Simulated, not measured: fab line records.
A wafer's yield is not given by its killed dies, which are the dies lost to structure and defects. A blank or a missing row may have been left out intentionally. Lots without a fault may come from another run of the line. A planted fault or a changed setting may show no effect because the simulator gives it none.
Which tool was responsible? :: flow gf180mcu :: Sampling: 12 lots, 36 wafers, 5 of 602 route steps

== WHAT EACH GAUGE READ, for each wafer ==
GF_MVSD_OVL_MEAS_07.
lot: L337
measured: day 4 09:29
on: overlay-02
MVSD_OVL (nm): 2.2 2.5 1.5

lot: L338
measured: day 4 17:13
on: overlay-02
MVSD_OVL (nm): 2.0 -1.4 -0.4

lot: L339
measured: day 4 22:14
on: overlay-02
MVSD_OVL (nm): 1.0 -0.5 0.6

lot: L341
measured: day 5 09:32
on: overlay-01
MVSD_OVL (nm): - - -

lot: L343
measured: day 5 21:53
on: overlay-01
MVSD_OVL (nm): -0.5 -1.1 -1.9

lot: L344
measured: day 6 02:31
on: overlay-02
MVSD_OVL (nm): -1.0 0.2 -0.5

lot: L348
measured: day 7 02:40
on: overlay-02
MVSD_OVL (nm): -2.4 1.0 -1.6

lot: L355
measured: day 8 18:07
on: overlay-02
MVSD_OVL (nm): 0.8 2.3 2.3

lot: L356
measured: day 9 00:52
on: overlay-02
MVSD_OVL (nm): 1.5 1.3 0.4

lot: L358
measured: day 9 10:44
on: overlay-02
MVSD_OVL (nm): -0.1 -2.0 -2.6

lot: L359
measured: day 9 17:23
on: overlay-01
MVSD_OVL (nm): -0.2 -1.5 0.3

lot: L360
measured: day 10 00:20
on: overlay-01
MVSD_OVL (nm): 0.3 0.0 1.0

GF_MVSD_TW_MEAS_11.
lot: L337
measured: day 4 09:56
on: film-metro-02
MVSD_TW: 1615 1606 1614

lot: L338
measured: day 4 17:39
on: film-metro-02
MVSD_TW: 1612 1617 1609

lot: L339
measured: day 4 22:41
on: film-metro-02
MVSD_TW: 1608 1608 1617

lot: L341
measured: day 5 09:59
on: film-metro-04
MVSD_TW: 30 30 30

lot: L343
measured: day 5 22:20
on: film-metro-01
MVSD_TW: 1573 1572 1574

lot: L344
measured: day 6 02:58
on: film-metro-04
MVSD_TW: 1575 1578 1591

lot: L348
measured: day 7 03:07
on: film-metro-02
MVSD_TW: 1601 1609 1602

lot: L355
measured: day 8 18:34
on: film-metro-02
MVSD_TW: 1607 1612 1597

lot: L356
measured: day 9 01:18
on: film-metro-01
MVSD_TW: 1585 1582 1590

lot: L358
measured: day 9 11:10
on: film-metro-04
MVSD_TW: 1594 1580 1595

lot: L359
measured: day 9 20:14
on: film-metro-02
MVSD_TW: 1594 1597 1593

lot: L360
measured: day 10 00:46
on: film-metro-04
MVSD_TW: 1594 1592 1591

GF_HV_LDD_CD_MEAS_46 targets a cd of 400 nm.
lot: L337
measured: day 12 07:04
on: cd-sem-02
cd-nm (nm): 397.6 397.6 398.0

lot: L338
measured: day 12 17:23
on: cd-sem-01
cd-nm (nm): 395.3 397.6 397.8

lot: L339
measured: day 12 23:02
on: cd-sem-02
cd-nm (nm): 399.1 400.9 400.5

lot: L341
measured: day 13 15:43
on: cd-sem-01
cd-nm (nm): 400.3 400.8 398.2

lot: L343
measured: day 14 08:17
on: cd-sem-02
cd-nm (nm): 397.3 395.5 395.5

lot: L344
measured: day 14 18:46
on: cd-sem-02
cd-nm (nm): 400.4 402.1 401.3

lot: L348
measured: day 15 23:46
on: cd-sem-01
cd-nm (nm): 403.3 399.0 400.0

lot: L355
measured: day 18 09:41
on: cd-sem-01
cd-nm (nm): 395.5 396.7 396.7

lot: L356
measured: day 18 15:10
on: cd-sem-02
cd-nm (nm): 399.6 399.8 400.2

lot: L358
measured: day 19 07:14
on: cd-sem-02
cd-nm (nm): 398.7 400.7 400.8

lot: L359
measured: day 19 20:45
on: cd-sem-02
cd-nm (nm): 399.7 397.7 400.9

lot: L360
measured: day 20 05:50
on: cd-sem-02
cd-nm (nm): 400.5 400.1 402.4

== TOOL THAT RAN EACH LOT (tool first, then ch and the chambers of the sampled wafers, then the start) ==
lot: L337
GF_MVSD_EXPOSE_04: iline-stepper-02 ch 0, day 4 03:13
GF_DUAL_GATE_STRIP_13: plasma-asher-03 ch 0,1, day 8 05:17

lot: L338
GF_MVSD_EXPOSE_04: iline-stepper-02 ch 0, day 4 10:07
GF_DUAL_GATE_STRIP_13: plasma-asher-04 ch 0,1, day 8 15:14

lot: L339
GF_MVSD_EXPOSE_04: iline-stepper-01 ch 0, day 4 16:07
GF_DUAL_GATE_STRIP_13: plasma-asher-02 ch 0,1, day 8 21:29

lot: L341
GF_MVSD_EXPOSE_04: iline-stepper-02 ch 0, day 5 02:16
GF_DUAL_GATE_STRIP_13: plasma-asher-03 ch 0,1, day 9 11:52

lot: L343
GF_MVSD_EXPOSE_04: iline-stepper-02 ch 0, day 5 14:39
GF_DUAL_GATE_STRIP_13: plasma-asher-02 ch 0, day 10 01:31

lot: L344
GF_MVSD_EXPOSE_04: iline-stepper-02 ch 0, day 5 19:01
GF_DUAL_GATE_STRIP_13: plasma-asher-02 ch 0,1, day 10 09:08

lot: L348
GF_MVSD_EXPOSE_04: iline-stepper-02 ch 0, day 6 19:17
GF_DUAL_GATE_STRIP_13: plasma-asher-03 ch 0,1, day 11 11:50

lot: L355
GF_MVSD_EXPOSE_04: iline-stepper-02 ch 0, day 8 09:56
GF_DUAL_GATE_STRIP_13: plasma-asher-03 ch 0,1, day 13 12:32

lot: L356
GF_MVSD_EXPOSE_04: iline-stepper-01 ch 0, day 8 16:32
GF_DUAL_GATE_STRIP_13: plasma-asher-02 ch 0,1, day 13 18:33

lot: L358
GF_MVSD_EXPOSE_04: iline-stepper-01 ch 0, day 9 02:22
GF_DUAL_GATE_STRIP_13: plasma-asher-04 ch 0,1, day 14 07:17

lot: L359
GF_MVSD_EXPOSE_04: iline-stepper-02 ch 0, day 9 08:56
GF_DUAL_GATE_STRIP_13: plasma-asher-04 ch 0,1, day 14 18:49

lot: L360
GF_MVSD_EXPOSE_04: iline-stepper-01 ch 0, day 9 16:19
GF_DUAL_GATE_STRIP_13: plasma-asher-04 ch 0,1, day 15 00:03
- GF_MVSD_EXPOSE_04: exposes mask MVSD, target cd 1000 nm.
- GF_DUAL_GATE_STRIP_13: strips in O2/N2.

== WHAT THE TOOLS THEMSELVES READ (means of the sampled wafers that have a number; where no wafer has one, the mark that the record gives instead) ==
GF_DUAL_GATE_STRIP_13.
lot: L337
tool: plasma-asher-03
drypump-motor-current-A (A): 6.2
heater-power-w (W): 331
oes-product-au (a.u.): 0.714
platen-temp-c (C): 250.29
strip-time-to-endpoint-s (s): 12.69

lot: L338
tool: plasma-asher-04
drypump-motor-current-A (A): 5.4
heater-power-w (W): 315
oes-product-au (a.u.): 0.715
platen-temp-c (C): 250.05
strip-time-to-endpoint-s (s): 12.65

lot: L339
tool: plasma-asher-02
drypump-motor-current-A (A): 5.6
heater-power-w (W): 308
oes-product-au (a.u.): 0.714
platen-temp-c (C): 250.04
strip-time-to-endpoint-s (s): 12.64

lot: L341
tool: plasma-asher-03
drypump-motor-current-A (A): 6.2
heater-power-w (W): 314
oes-product-au (a.u.): 0.717
platen-temp-c (C): 249.97
strip-time-to-endpoint-s (s): 12.65

lot: L343
tool: plasma-asher-02
drypump-motor-current-A (A): 5.6
heater-power-w (W): 298
oes-product-au (a.u.): 0.718
platen-temp-c (C): 250.01
strip-time-to-endpoint-s (s): 12.64

lot: L344
tool: plasma-asher-02
drypump-motor-current-A (A): 5.6
heater-power-w (W): 304
oes-product-au (a.u.): 0.717
platen-temp-c (C): 250.05
strip-time-to-endpoint-s (s): 12.67

lot: L348
tool: plasma-asher-03
drypump-motor-current-A (A): 6.2
heater-power-w (W): 315
oes-product-au (a.u.): 0.714
platen-temp-c (C): 250.01
strip-time-to-endpoint-s (s): 12.70

lot: L355
tool: plasma-asher-03
drypump-motor-current-A (A): 6.1
heater-power-w (W): 331
oes-product-au (a.u.): 0.717
platen-temp-c (C): 250.01
strip-time-to-endpoint-s (s): 12.66

lot: L356
tool: plasma-asher-02
drypump-motor-current-A (A): 5.6
heater-power-w (W): 307
oes-product-au (a.u.): 0.716
platen-temp-c (C): 250.00
strip-time-to-endpoint-s (s): 12.67

lot: L358
tool: plasma-asher-04
drypump-motor-current-A (A): 5.2
heater-power-w (W): 320
oes-product-au (a.u.): 0.716
platen-temp-c (C): 249.99
strip-time-to-endpoint-s (s): 12.65

lot: L359
tool: plasma-asher-04
drypump-motor-current-A (A): 5.2
heater-power-w (W): 319
oes-product-au (a.u.): 0.718
platen-temp-c (C): 249.89
strip-time-to-endpoint-s (s): 12.71

lot: L360
tool: plasma-asher-04
drypump-motor-current-A (A): 5.2
heater-power-w (W): 322
oes-product-au (a.u.): 0.713
platen-temp-c (C): 249.86
strip-time-to-endpoint-s (s): 12.63

== THE ANSWER, worked out from the rows above alone ==
Rule: the usual values come from the lots themselves. The widest of any qualifying gaps counts: lots, ordered by their means at a reading, are off when they make up no more than a third of the lots, leave a main group of 4 or more, and stand apart from it by 3 or more times the standard deviation of that group's means. The tables above print the reading to a certain number of digits; a main group whose means all agree to those digits is not used. A lot without any number at a reading at which 4 lots or more have one is off too. Where the step has rows for the other lots, those lots are counted as sound. Order of review: gauges by route order, followed by the tools' own readings, for which a lot's mean as printed above is used. The first step at which some lot is off is used, and at that step the reading that is off furthest; a lot without a number counts as furthest.
Off: L341, seen at GF_MVSD_OVL_MEAS_07 (MVSD_OVL). Without a number there: L341. Main group: mean 0.1 nm, sd 1.1.
If a tool, at a process step before that reading, ran all the lots that are off and no sound lot after the first of them, it fits. The gauges at GF_MVSD_OVL_MEAS_07 aren't tried: what is off there is off at GF_MVSD_TW_MEAS_11 too, on other tools, and a gauge's error can't cause that. Of those tried, none fits.

== WHAT THE SIMULATOR HAD PUT IN ==
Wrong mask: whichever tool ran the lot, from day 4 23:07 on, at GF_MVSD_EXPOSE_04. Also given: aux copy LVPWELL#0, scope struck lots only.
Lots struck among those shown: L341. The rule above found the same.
